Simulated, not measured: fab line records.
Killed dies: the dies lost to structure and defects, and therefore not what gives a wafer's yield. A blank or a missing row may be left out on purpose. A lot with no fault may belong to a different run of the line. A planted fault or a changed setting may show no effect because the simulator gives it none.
Which tool is to blame?	flow gf180mcu	13 lots with 37 wafers sampled at 6 steps, on a route of 602 steps

== WHAT THE GAUGES READ, wafer by wafer ==
GF_V1_THK_MEAS_03. Usual: V1_CVD_02_THK 850 nm, standard deviation 10.
lot	measured	on	V1_CVD_02_THK (nm)	flag
L927	day 17 04:53	film metro-03	828 835 849	
L928	day 17 18:39	film metro-02	842 858 849	
L929	day 18 00:15	film metro-04	849 833 858	
L930	day 18 11:45	film metro-03	836 844 849	
L931	day 18 20:45	film metro-04	845 865 865	
L934	day 19 21:43	film metro-02	844 687	OFF
L935	day 20 02:05	film metro-04	829 662	OFF
L941	day 22 08:12	film metro-02	846 862 863	
L942	day 22 16:11	film metro-03	833 849 851	
L943	day 23 04:32	film metro-04	838 859 861	
L946	day 24 02:35	film metro-04	846 846 852	
L949	day 24 18:49	film metro-03	848 857 850	
L950	day 25 12:29	film metro-04	847 860 853	

GF_V1_BOW_MEAS_05. Usual: V1_BOW 83 um, standard deviation 7.3.
lot	measured	on	V1_BOW (um)	flag
L927	day 17 05:14	film metro-03	98 83 90	
L928	day 17 19:02	film metro-03	81 90 74	
L929	day 18 00:37	film metro-04	70 79 74	
L930	day 18 12:07	film metro-03	91 69 88	
L931	day 18 21:07	film metro-03	79 84 86	
L934	day 19 22:04	film metro-03	80 85	
L935	day 20 02:43	film metro-03	87 90	
L941	day 22 08:34	film metro-04	84 88 80	
L942	day 22 16:32	film metro-04	81 74 79	
L943	day 23 04:55	film metro-03	70 83 81	
L946	day 24 03:01	film metro-03	75 82 70	
L949	day 24 19:13	film metro-04	85 78 91	
L950	day 25 12:51	film metro-03	85 81 88	

GF_V1_CD_MEAS_14: the cd target is 260 nm. Usual: cd nm 260.2 nm, standard deviation 1.3.
lot	measured	on	cd nm (nm)	flag
L927	day 18 04:22	cd sem-01	259.7 259.4 259.9	
L928	day 18 18:21	cd sem-02	261.6 262.1 261.5	
L929	day 19 00:47	cd sem-01	260.3 259.6 258.8	
L930	day 19 12:09	cd sem-01	259.1 262.0 259.5	
L931	day 19 21:16	cd sem-01	259.7 260.1 260.3	
L934	day 20 22:18	cd sem-01	260.6 260.5	
L935	day 21 03:40	cd sem-02	258.7 259.4	
L941	day 23 07:38	cd sem-01	261.9 261.7 260.9	
L942	day 23 15:34	cd sem-02	259.9 260.9 261.6	
L943	day 24 03:26	cd sem-01	262.3 262.1 260.9	
L946	day 25 01:43	cd sem-02	260.5 259.6 259.7	
L949	day 25 16:28	cd sem-01	260.0 259.3 259.5	
L950	day 26 10:31	cd sem-01	261.5 260.4 262.2	

== WHAT TOOL EACH LOT RAN ON (gives the tool, then ch and the chambers of the sampled wafers, and finally the start) ==
lot	GF_CONTACT_SPUTTER_22	GF_V1_CVD_02	GF_V1_CMP_04
L927	pvd sputter-01, day 16 04:19	pecvd-01 ch 0,2, day 17 04:49	cmp-01 ch 0,1,3, day 17 04:59
L928	pvd sputter-04, day 16 17:40	pecvd-04 ch 0,1,2, day 17 18:34	cmp-02 ch 0,3, day 17 18:41
L929	pvd sputter-04, day 16 23:31	pecvd-01 ch 0,1,2, day 18 00:10	cmp-01 ch 1,2,3, day 18 00:24
L930	pvd sputter-01, day 17 10:44	pecvd-01 ch 0,1,2, day 18 11:41	cmp-01 ch 1,2,3, day 18 11:55
L931	pvd sputter-01, day 17 19:14	pecvd-04 ch 1,2, day 18 20:41	cmp-02 ch 0,1,3, day 18 20:52
L934	pvd sputter-01, day 18 19:58	pecvd-01 ch 0,2, day 19 21:38	cmp-02 ch 1, day 19 21:46
L935	pvd sputter-03, day 18 23:36	pecvd-01 ch 2, day 20 02:01	cmp-02 ch 2,3, day 20 02:30
L941	pvd sputter-03, day 21 06:34	pecvd-04 ch 1,2, day 22 08:07	cmp-02 ch 0,1,2, day 22 08:15
L942	pvd sputter-01, day 21 15:04	pecvd-04 ch 0,2, day 22 16:07	cmp-02 ch 0,1,3, day 22 16:14
L943	pvd sputter-04, day 22 03:11	pecvd-02 ch 1,2, day 23 04:28	cmp-02 ch 1,2,3, day 23 04:35
L946	pvd sputter-01, day 23 02:25	pecvd-02 ch 1,2, day 24 02:31	cmp-02 ch 1,2,3, day 24 02:43
L949	pvd sputter-04, day 23 18:52	pecvd-04 ch 1,2, day 24 18:44	cmp-02 ch 0,1, day 24 18:55
L950	pvd sputter-03, day 24 12:31	pecvd-01 ch 0,1, day 25 12:24	cmp-01 ch 0,1,2, day 25 12:41
- GF_CONTACT_SPUTTER_22: material Ti, target thk 15 nm, time 80.02 s.
- GF_V1_CVD_02: deposits SiO2 from TEOS, target thk 850 nm, time 94.851 s.
- GF_V1_CMP_04: polishes SiO2.

== WHAT THE TOOLS THEMSELVES READ (means of the sampled wafers that have a number; where no wafer has one, the mark that the record gives instead) ==
GF_CONTACT_SPUTTER_22. Usual: cathode dc power W 2500.0 W, standard deviation 0.47; throttle valve pct 30.0 %, standard deviation 1.
lot	tool	cathode dc power W (W)	throttle valve pct (%)	flag
L927	pvd sputter-01	2500.3	30.0	
L928	pvd sputter-04	2499.9	30.5	
L929	pvd sputter-04	2500.3	30.4	
L930	pvd sputter-01	2499.7	30.6	
L931	pvd sputter-01	2500.1	30.2	
L934	pvd sputter-01	2499.8	30.6	
L935	pvd sputter-03	2500.0	29.1	
L941	pvd sputter-03	2499.8	28.4	
L942	pvd sputter-01	2500.2	30.5	
L943	pvd sputter-04	2500.4	29.6	
L946	pvd sputter-01	2500.4	30.3	
L949	pvd sputter-04	2499.8	29.2	
L950	pvd sputter-03	2499.8	28.6	

GF_V1_CVD_02. Usual: heater power w 656 W, standard deviation 110; run length s 122.9 s, standard deviation 0.43.
lot	tool	heater power w (W)	run length s (s)	flag
L927	pecvd-01	772	123.3	
L928	pecvd-04	565	122.8	
L929	pecvd-01	728	123.1	
L930	pecvd-01	684	123.1	
L931	pecvd-04	567	122.7	
L934	pecvd-01	800	113.2	OFF
L935	pecvd-01	798	113.6	OFF
L941	pecvd-04	561	122.9	
L942	pecvd-04	657	122.7	
L943	pecvd-02	639	122.3	
L946	pecvd-02	617	122.4	
L949	pecvd-04	556	122.8	
L950	pecvd-01	639	123.1	

GF_V1_CMP_04. Usual: head pressure psi 4.000 psi, standard deviation 0.0085; motor current A 12.4 A, standard deviation 1.1; time to endpoint s 80 s, standard deviation 5.
lot	tool	head pressure psi (psi)	motor current A (A)	time to endpoint s (s)	flag
L927	cmp-01	3.994	12.0	79	
L928	cmp-02	3.994	13.3	84	
L929	cmp-01	3.999	12.9	77	
L930	cmp-01	3.999	12.8	69	
L931	cmp-02	4.006	12.8	85	
L934	cmp-02	3.994	11.7	54	OFF
L935	cmp-02	3.990	11.9	46	OFF
L941	cmp-02	3.999	11.9	83	
L942	cmp-02	3.997	12.7	80	
L943	cmp-02	3.988	11.8	81	
L946	cmp-02	3.998	11.4	79	
L949	cmp-02	4.001	13.2	83	
L950	cmp-01	3.997	12.5	84	

== THE ANSWER, worked out from the rows above alone ==
Rule: lot off if the mean of its wafers having a number is beyond 3 standard deviations from the usual mean. A lot without any number at a reading at which 4 lots or more have one is off too. All remaining lots with rows at the step are treated as sound. The gauges are gone through in route order, then the tools' own readings, and for those a lot's mean is taken as printed above. The first step at which some lot is off is used, and at that step the reading that is off furthest; a lot without a number counts as furthest.
Off: L934, L935, seen at GF_V1_THK_MEAS_03 (V1_CVD_02_THK).
If a tool, at a process step before that reading, ran all the lots that are off and no sound lot after the first of them, it fits. Not tried: the gauges at GF_V1_THK_MEAS_03; whatever is off there is also off at GF_V1_CVD_02, on other tools, and gauge error can't account for it. Of those tried, none fits.

== WHAT THE SIMULATOR HAD PUT IN ==
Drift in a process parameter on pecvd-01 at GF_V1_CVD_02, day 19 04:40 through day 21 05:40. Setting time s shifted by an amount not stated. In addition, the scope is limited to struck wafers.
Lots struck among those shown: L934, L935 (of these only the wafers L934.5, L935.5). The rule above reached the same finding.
